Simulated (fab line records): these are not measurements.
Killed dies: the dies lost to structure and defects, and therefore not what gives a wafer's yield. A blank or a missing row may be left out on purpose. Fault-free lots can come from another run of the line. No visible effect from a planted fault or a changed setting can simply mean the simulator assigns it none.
fab line records -- flow gf180mcu
record lots=14, wafers=42, lastDay=34
route steps=602 shown M3@415 V3@430 M4@462
lots with no fault: from the same line, run without faults
startH: start of the lot's first displayed wafer, in hours after the record's first day -- waitH: hours since the lot's step before -- " as in the row above -- L1.1+2: a row that stands for several wafers -- - no value present, or no start provided -- * or withheld: withheld -- < > ~ a bound
route shown NAME@n: NAME is a module with steps in the file, n the number in the route of the first one -- usual: mean/standard deviation of fault-free wafers -- same: alike in all rows -- chamber/n: place in a boat -- sites: readings site by site -- _std_site: the values' standard deviation -- _edge_site: inner sites' mean taken away from outer sites' mean -- radiusMm: how far each site lies from the wafer's centre -- mask NAME#n: copy n -- behind: the last tool/chamber to shape the wafer -- hold: why the lot went on hold/how many hours it stayed there/how the hold came to an end -- device: whichever transistor did not switch (one of n, p or np) -- end of line: the same wafers' tests at the end of the route -- a step without rows: its recipe alone -- killed: not the wafer's yield, but the dies lost to structure and defects at the first sort -- map: a wafer's dies, marking killed ones x, the rest . and places with no die _
set.NAME: the setting the step ran with; set.NAME@STEP: the setting that earlier step ran with -- model.NAME: the simulator's own value behind a step, which no gauge read
a sample of lots followed through the steps of the route, with each step as a table and each wafer as a row
services: from which hour (startH, from the record's first day; less than 0 if before it) a tool's chamber was out of use, for how many hours, and why
## steps
# step GF_M3_THK_MEAS_06
# recipe thkMeasGauge=xrf, reads=AlCu_of_M3_SPUTTER_02
# usual M3_ALCU_THK=447/4.3
lot.wafer,tool,chamber,startH,waitH,M3_ALCU_THK[nm]
L102.1,filmMetro-03,-,473.99,0.1,447
L102.4,filmMetro-03,-,473.99,0.1,445
L102.6,filmMetro-03,-,473.99,0.1,450
L103.1,filmMetro-02,-,479.80,0.1,454
L103.2,filmMetro-02,-,479.80,0.1,448
L103.3,filmMetro-02,-,479.80,0.1,446
L104.2,filmMetro-03,-,496.13,0.1,442
L104.3,filmMetro-03,-,496.13,0.1,439
L104.5,filmMetro-03,-,496.13,0.1,441
L106.1,filmMetro-03,-,523.03,0.1,451
L106.2,filmMetro-03,-,523.03,0.1,452
L106.3,filmMetro-03,-,523.03,0.1,448
L107.2,filmMetro-02,-,537.06,0.1,447
L107.3,filmMetro-02,-,537.06,0.1,447
L107.4,filmMetro-02,-,537.06,0.1,444
L109.3,filmMetro-02,-,540.52,0.1,444
L109.5,filmMetro-02,-,540.52,0.1,447
L109.6,filmMetro-02,-,540.52,0.1,446
L108.1,filmMetro-03,-,545.19,0.1,440
L108.4,filmMetro-03,-,545.19,0.1,445
L108.5,filmMetro-03,-,545.19,0.1,436
L110.1,filmMetro-03,-,552.59,0.1,451
L110.3,filmMetro-03,-,552.59,0.1,450
L110.5,filmMetro-03,-,552.59,0.1,451
L112.3,filmMetro-03,-,563.40,0.1,445
L112.4,filmMetro-03,-,563.40,0.1,449
L112.5,filmMetro-03,-,563.40,0.1,450
L113.3,filmMetro-03,-,577.23,0.1,443
L113.4,filmMetro-03,-,577.23,0.1,442
L113.6,filmMetro-03,-,577.23,0.1,443
L118.1,filmMetro-02,-,613.80,0.1,445
L118.4,filmMetro-02,-,613.80,0.1,446
L118.6,filmMetro-02,-,613.80,0.1,447
L117.1,filmMetro-02,-,614.90,0.1,441
L117.3,filmMetro-02,-,614.90,0.1,441
L117.4,filmMetro-02,-,614.90,0.1,440
L123.3,filmMetro-03,-,645.22,0.1,446
L123.4,filmMetro-03,-,645.22,0.1,444
L123.6,filmMetro-03,-,645.22,0.1,440
L125.3,filmMetro-03,-,659.68,0.1,450
L125.4,filmMetro-03,-,659.68,0.1,447
L125.6,filmMetro-03,-,659.68,0.1,447
# step GF_V3_THK_MEAS_01
# recipe reads=SiO2_of_V3_CVD_00
# usual V3_CVD_00_THK=599/5.4
lot.wafer,tool,chamber,startH,waitH,V3_CVD_00_THK[nm]
L102.1,filmMetro-04,-,499.65,0.0,588
L102.4,filmMetro-04,-,499.65,0.0,595
L102.6,filmMetro-04,-,499.65,0.0,589
L103.1,filmMetro-02,-,505.24,0.0,609
L103.2,filmMetro-02,-,505.24,0.0,609
L103.3,filmMetro-02,-,505.24,0.0,605
L104.2,filmMetro-02,-,521.11,0.0,597
L104.3,filmMetro-02,-,521.11,0.0,594
L104.5,filmMetro-02,-,521.11,0.0,598
L106.1,filmMetro-04,-,547.43,0.0,600
L106.2,filmMetro-04,-,547.43,0.0,599
L106.3,filmMetro-04,-,547.43,0.0,595
L107.2,filmMetro-03,-,561.09,0.0,606
L107.3,filmMetro-03,-,561.09,0.0,598
L107.4,filmMetro-03,-,561.09,0.0,600
L109.3,filmMetro-02,-,564.11,0.1,594
L109.5,filmMetro-02,-,564.11,0.1,592
L109.6,filmMetro-02,-,564.11,0.1,601
L108.1,filmMetro-03,-,568.47,0.1,587
L108.4,filmMetro-03,-,568.47,0.1,590
L108.5,filmMetro-03,-,568.47,0.1,589
L110.1,filmMetro-04,-,576.08,0.0,599
L110.3,filmMetro-04,-,576.08,0.0,594
L110.5,filmMetro-04,-,576.08,0.0,597
L112.3,filmMetro-03,-,586.12,0.1,598
L112.4,filmMetro-03,-,586.12,0.1,599
L112.5,filmMetro-03,-,586.12,0.1,601
L113.3,filmMetro-02,-,599.74,0.1,605
L113.4,filmMetro-02,-,599.74,0.1,605
L113.6,filmMetro-02,-,599.74,0.1,598
L118.1,filmMetro-03,-,635.45,0.0,608
L118.4,filmMetro-03,-,635.45,0.0,601
L118.6,filmMetro-03,-,635.45,0.0,606
L117.1,filmMetro-04,-,636.13,0.0,604
L117.3,filmMetro-04,-,636.13,0.0,601
L117.4,filmMetro-04,-,636.13,0.0,598
L123.3,filmMetro-03,-,665.97,0.1,610
L123.4,filmMetro-03,-,665.97,0.1,607
L123.6,filmMetro-03,-,665.97,0.1,610
L125.3,filmMetro-02,-,679.59,0.1,593
L125.4,filmMetro-02,-,679.59,0.1,594
L125.6,filmMetro-02,-,679.59,0.1,600
# step GF_V3_SPUTTER_22
# recipe material=TiN, targetThkNm=10, chamberPressurePa=5, powerW=4000, timeS=40
# usual cathodeDcPowerW=4000.1/0.71, chamberPressurePa=5.001/0.0098, throttleValvePct=30.3/0.86
lot.wafer,tool,chamber,startH,waitH,cathodeDcPowerW,chamberPressurePa,throttleValvePct
L102.1,pvdSputter-04,-,525.58,0.0,4000.1,5.000,29.4
L102.4,pvdSputter-04,-,525.58,0.0,4000.0,4.996,30.3
L102.6,pvdSputter-04,-,525.58,0.0,4000.7,4.992,29.5
L103.1,pvdSputter-02,-,530.61,0.0,4000.0,5.007,32.1
L103.2,pvdSputter-02,-,530.61,0.0,4000.3,4.990,30.9
L103.3,pvdSputter-02,-,530.61,0.0,4000.6,4.999,29.7
L104.2,pvdSputter-04,-,546.13,0.0,4000.2,5.012,31.0
L104.3,pvdSputter-04,-,546.13,0.0,4000.2,4.999,29.8
L104.5,pvdSputter-04,-,546.13,0.0,3998.9,5.002,29.2
L106.1,pvdSputter-04,-,571.00,0.0,4001.3,4.993,31.1
L106.2,pvdSputter-04,-,571.00,0.0,3999.5,5.019,29.4
L106.3,pvdSputter-04,-,571.00,0.0,3999.2,5.005,29.9
L107.2,pvdSputter-01,-,584.35,0.0,3999.6,4.978,29.4
L107.3,pvdSputter-01,-,584.35,0.0,4000.7,5.014,31.6
L107.4,pvdSputter-01,-,584.35,0.0,3999.8,5.004,31.2
L109.3,pvdSputter-02,-,587.40,0.0,3999.0,5.011,29.6
L109.5,pvdSputter-02,-,587.40,0.0,4000.8,5.002,32.1
L109.6,pvdSputter-02,-,587.40,0.0,4000.4,4.994,30.5
L108.1,pvdSputter-04,-,591.85,0.0,3999.9,4.996,30.2
L108.4,pvdSputter-04,-,591.85,0.0,4000.3,5.015,29.7
L108.5,pvdSputter-04,-,591.85,0.0,3999.6,5.005,29.6
L110.1,pvdSputter-01,-,598.84,0.0,4000.9,5.003,29.4
L110.3,pvdSputter-01,-,598.84,0.0,3998.9,4.987,29.4
L110.5,pvdSputter-01,-,598.84,0.0,3999.9,5.008,31.4
L112.3,pvdSputter-01,-,609.00,0.0,4001.6,4.991,31.4
L112.4,pvdSputter-01,-,609.00,0.0,4001.4,5.006,29.4
L112.5,pvdSputter-01,-,609.00,0.0,3999.8,5.000,29.4
L113.3,pvdSputter-02,-,622.83,0.0,4001.1,5.004,32.1
L113.4,pvdSputter-02,-,622.83,0.0,3998.8,5.009,29.9
L113.6,pvdSputter-02,-,622.83,0.0,3999.9,4.986,30.3
L118.1,pvdSputter-02,-,656.65,0.0,-,-,-
L118.4,pvdSputter-02,-,656.65,0.0,-,-,-
L118.6,pvdSputter-02,-,656.65,0.0,-,-,-
L117.1,pvdSputter-04,-,657.60,0.0,-,-,-
L117.3,pvdSputter-04,-,657.60,0.0,-,-,-
L117.4,pvdSputter-04,-,657.60,0.0,-,-,-
L123.3,pvdSputter-01,-,687.58,0.0,3999.5,4.992,29.0
L123.4,pvdSputter-01,-,687.58,0.0,4000.6,4.993,31.4
L123.6,pvdSputter-01,-,687.58,0.0,3999.3,5.000,29.5
L125.3,pvdSputter-04,-,699.99,0.0,4000.2,5.020,31.2
L125.4,pvdSputter-04,-,699.99,0.0,3998.9,4.982,29.5
L125.6,pvdSputter-04,-,699.99,0.0,4000.3,5.005,30.9
# step GF_M4_THK_MEAS_06
# recipe thkMeasGauge=xrf, reads=AlCu_of_M4_SPUTTER_02
# usual M4_ALCU_THK=452/5.9
lot.wafer,tool,chamber,startH,waitH,M4_ALCU_THK[nm]
L102.1,filmMetro-01,-,526.55,0.1,460
L102.4,filmMetro-01,-,526.55,0.1,461
L102.6,filmMetro-01,-,526.55,0.1,458
L103.1,filmMetro-04,-,531.58,0.1,461
L103.2,filmMetro-04,-,531.58,0.1,462
L103.3,filmMetro-04,-,531.58,0.1,461
L104.2,filmMetro-04,-,547.11,0.1,461
L104.3,filmMetro-04,-,547.11,0.1,456
L104.5,filmMetro-04,-,547.11,0.1,455
L106.1,filmMetro-01,-,572.20,0.1,455
L106.2,filmMetro-01,-,572.20,0.1,456
L106.3,filmMetro-01,-,572.20,0.1,456
L107.2,filmMetro-03,-,585.33,0.1,448
L107.3,filmMetro-03,-,585.33,0.1,444
L107.4,filmMetro-03,-,585.33,0.1,447
L109.3,filmMetro-04,-,588.39,0.1,446
L109.5,filmMetro-04,-,588.39,0.1,449
L109.6,filmMetro-04,-,588.39,0.1,444
L108.1,filmMetro-01,-,592.82,0.1,453
L108.4,filmMetro-01,-,592.82,0.1,449
L108.5,filmMetro-01,-,592.82,0.1,453
L110.1,filmMetro-03,-,599.81,0.1,443
L110.3,filmMetro-03,-,599.81,0.1,441
L110.5,filmMetro-03,-,599.81,0.1,442
L112.3,filmMetro-03,-,609.99,0.1,450
L112.4,filmMetro-03,-,609.99,0.1,450
L112.5,filmMetro-03,-,609.99,0.1,451
L113.3,filmMetro-01,-,623.83,0.1,455
L113.4,filmMetro-01,-,623.83,0.1,466
L113.6,filmMetro-01,-,623.83,0.1,463
L123.3,filmMetro-01,-,688.57,0.1,457
L123.4,filmMetro-01,-,688.57,0.1,454
L123.6,filmMetro-01,-,688.57,0.1,452
L125.3,filmMetro-01,-,700.98,0.1,452
L125.4,filmMetro-01,-,700.98,0.1,444
L125.6,filmMetro-01,-,700.98,0.1,446
## services
tool,chamber,startH,hours,kind
pvdSputter-02,-,523.83,6.7,repair
pvdSputter-01,-,546.55,2.9,repair
pvdSputter-04,-,617.91,5.6,repair
pvdSputter-01,-,630.58,2.0,repair
pvdSputter-01,-,646.15,14.4,repair
pvdSputter-04,-,661.09,8.7,repair
pvdSputter-01,-,677.02,8.9,repair
## key
firstSign step=GF_V3_SPUTTER_22, reading=toolRecord, direction=missing
effect none on later readings
metAt GF_V3_SPUTTER_22
struckLots L117,L118
laterRowsLeftOut L117.1,L117.3,L117.4,L118.1,L118.4,L118.6
sortLeftOut L117.1,L117.3,L117.4,L118.1,L118.4,L118.6
loopTrim step=GF_V3_EXPOSE_11, setting=dose, lots=L118
notActingAt GF_M3_THK_MEAS_06,GF_V3_THK_MEAS_01,GF_M4_THK_MEAS_06
onsetBetween 622.83 656.65
fault kind=skippedStepWhole, tool=pvdSputter-02,pvdSputter-04, chamber=-, onsetH=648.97, steps=GF_V3_SPUTTER_22, scope=struckLotsOnly
# sortLeftOut: the simulated sort isn't trusted on such a fault, so these wafers' sort isn't shown, and their yield isn't known
# laterRowsLeftOut: the simulator's readings of these wafers behind a module that went badly wrong aren't trusted and aren't shown, but for the sort
# loopTrim: a control loop set the setting to another value than it would have without faults
